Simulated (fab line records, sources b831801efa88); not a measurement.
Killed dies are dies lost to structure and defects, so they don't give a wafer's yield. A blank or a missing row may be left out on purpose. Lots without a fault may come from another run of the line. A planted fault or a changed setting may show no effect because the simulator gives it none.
fab line records | flow sky130
record lots=14 wafers=42 last_day=50
route steps=708 shown FIELD_ISO@29 PAD_OPEN@708
lots that met no fault: from a run of the same line without faults
start_h: hours from the record's first day to the start of the lot's first wafer shown | wait_h: hours since the lot's step before | " the same as in the row above | L1.1+2: a row that stands for several wafers | - no value, or no start given | * or withheld: withheld | < > ~ a bound
route shown NAME@n: a module of which the file shows steps, and the number in the route of the first | usual: mean/standard deviation of fault-free wafers | same: alike in all rows | chamber/n: place in a boat | sites: the reading at each site | _std_site: their standard deviation | _edge_site: outer sites' mean less inner sites' | radius_mm: how far each site lies from the wafer's centre | mask NAME#n: copy n | behind: the tool/chamber that last shaped the wafer | hold: why the lot was held/for how many hours/how that ended | device: the transistor (n, p or np) that didn't switch | end of line: the same wafers' tests at the end of the route | a step without rows: its recipe alone | killed: dies lost to structure and defects at the first sort, not the wafer's yield | map: a wafer's dies, x killed, . not, _ none there
set.NAME: the setting as run; set.NAME@STEP: as run at that earlier step | model.NAME: the simulator's own value behind a step, which no gauge read
steps of the route over a sample of lots; a table a step, a row a wafer
## steps
# step SKY_FIELD_ISO_WET_ETCH_28
# recipe chemistry=dHF target_depth_nm=23.7 target=SiO2 dilution=10:1 temp_c=25 time_s=47
# columns lot.wafer tool chamber start_h wait_h
L733.1+2+4 wet_bench-02 3 44.92 0.2
L735.3+4+5 wet_bench-01 2 54.51 0.1
L736.2+3+5 wet_bench-02 3 60.19 0.2
L738.2+3+5 wet_bench-01 0 68.84 0.1
L739.3+4+6 wet_bench-02 3 69.96 0.2
L740.4+5+6 wet_bench-04 1 76.83 0.2
L741.2+3+6 wet_bench-04 3 81.13 0.1
L742.1+3+6 wet_bench-01 0 86.33 0.2
L743.3+4+5 wet_bench-04 0 90.75 0.2
L747.2+5+6 wet_bench-02 0 114.53 0.1
L749.3+4+5 wet_bench-02 1 121.49 0.2
L750.3+4+5 wet_bench-02 0 127.45 0.1
L752.1+2+5 wet_bench-01 1 140.84 0.1
L755.4+5+6 wet_bench-01 2 153.69 0.2
# step SKY_PAD_OPEN_PROBE_99
# usual killed_at_M0_to_M3=43/7.3 killed_at_M4_up=3.6/1.9 killed_at_contacts=23/5.3 killed_at_front_end=15/4.5 killed_at_other=0.3/0.72 killed_dies=85/9.4 killed_open=46/6.7 killed_short=38/6.8
# same gross_dies=492 killed_at_back_side=0
# columns lot.wafer tool chamber start_h wait_h killed_at_M0_to_M3 killed_at_M4_up killed_at_contacts killed_at_front_end killed_at_other killed_dies killed_open killed_short
L749.3 prober-01 - 1173.42 0.2 47 1 20 52 0 120 35 42
L749.4 prober-01 - 1173.47 0.2 35 5 22 72 0 134 47 40
L749.5 prober-01 - 1173.52 0.2 54 5 15 67 0 141 50 40
L750.3 prober-02 - 1180.51 0.2 32 2 24 69 0 127 34 37
L750.4 prober-02 - 1180.56 0.2 43 6 28 65 0 142 53 41
L750.5 prober-02 - 1180.61 0.2 40 3 25 57 0 125 39 36
# killed by level:class
L749.3 FIELD_ISO:unspecified=43 VIA1:geometric_particle:open=10 VIA2:geometric_particle:open=7 VIA1:geometric_particle:short=6 METAL3:geometric_particle:short=6 LOCAL_INTERCONNECT:geometric_particle:short=5 VIA3:geometric_particle:open=5 FIELD_ISO:geometric_particle:short=4
L749.4 FIELD_ISO:unspecified=47 CONTACT:geometric_particle:open=11 POLY_GATE:geometric_particle:short=8 LI_CONTACT:geometric_particle:open=6 METAL1:geometric_particle:short=6 METAL2:geometric_particle:short=6 FIELD_ISO:geometric_particle:open=5 POLY_GATE:geometric_particle:open=5
L749.5 FIELD_ISO:unspecified=51 VIA1:geometric_particle:open=13 VIA1:geometric_particle:short=10 POLY_GATE:geometric_particle:open=6 VIA3:geometric_particle:open=6 CONTACT:geometric_particle:open=6 METAL3:geometric_particle:short=6 METAL2:geometric_particle:short=6
L750.3 FIELD_ISO:unspecified=56 CONTACT:geometric_particle:open=8 METAL1:geometric_particle:short=7 VIA1:geometric_particle:short=6 VIA2:geometric_particle:open=6 LI_CONTACT:geometric_particle:short=5 FIELD_ISO:geometric_particle:short=4 LI_CONTACT:geometric_particle:open=4
L750.4 FIELD_ISO:unspecified=48 LI_CONTACT:geometric_particle:open=12 VIA1:geometric_particle:open=10 CONTACT:geometric_particle:short=7 VIA2:geometric_particle:open=7 METAL1:geometric_particle:short=6 VIA1:geometric_particle:short=6 POLY_GATE:geometric_particle:short=5
L750.5 FIELD_ISO:unspecified=50 LI_CONTACT:geometric_particle:open=10 VIA2:geometric_particle:open=9 VIA1:geometric_particle:short=7 VIA1:geometric_particle:open=6 CONTACT:geometric_particle:short=5 METAL1:geometric_particle:short=5 VIA3:geometric_particle:open=4
## key
first_sign step=SKY_PAD_OPEN_PROBE_99 reading=killed_at_front_end direction=up sigmas=11 usual=15 struck=64
effect step=SKY_PAD_OPEN_PROBE_99 reading=killed_dies direction=up sigmas=5 usual=85 struck=132
met_at SKY_FIELD_ISO_WET_ETCH_28
struck_lots L749,L750
tester_left_out L749,L750
onset_between 114.53 121.49
fault kind=chamber_particle_source tool=wet_bench-02 chamber=- onset_h=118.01 steps=SKY_FIELD_ISO_WET_ETCH_28 rate_per_visit_cm2=0.76877 end_h=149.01
# tester_left_out: of these lots the tester's yield and bins aren't shown, on N5 and GAA mostly nor the transistor test; their killed dies are dies lost to structure and defects alone, not to doping, threshold or leakage, so they don't give the yield
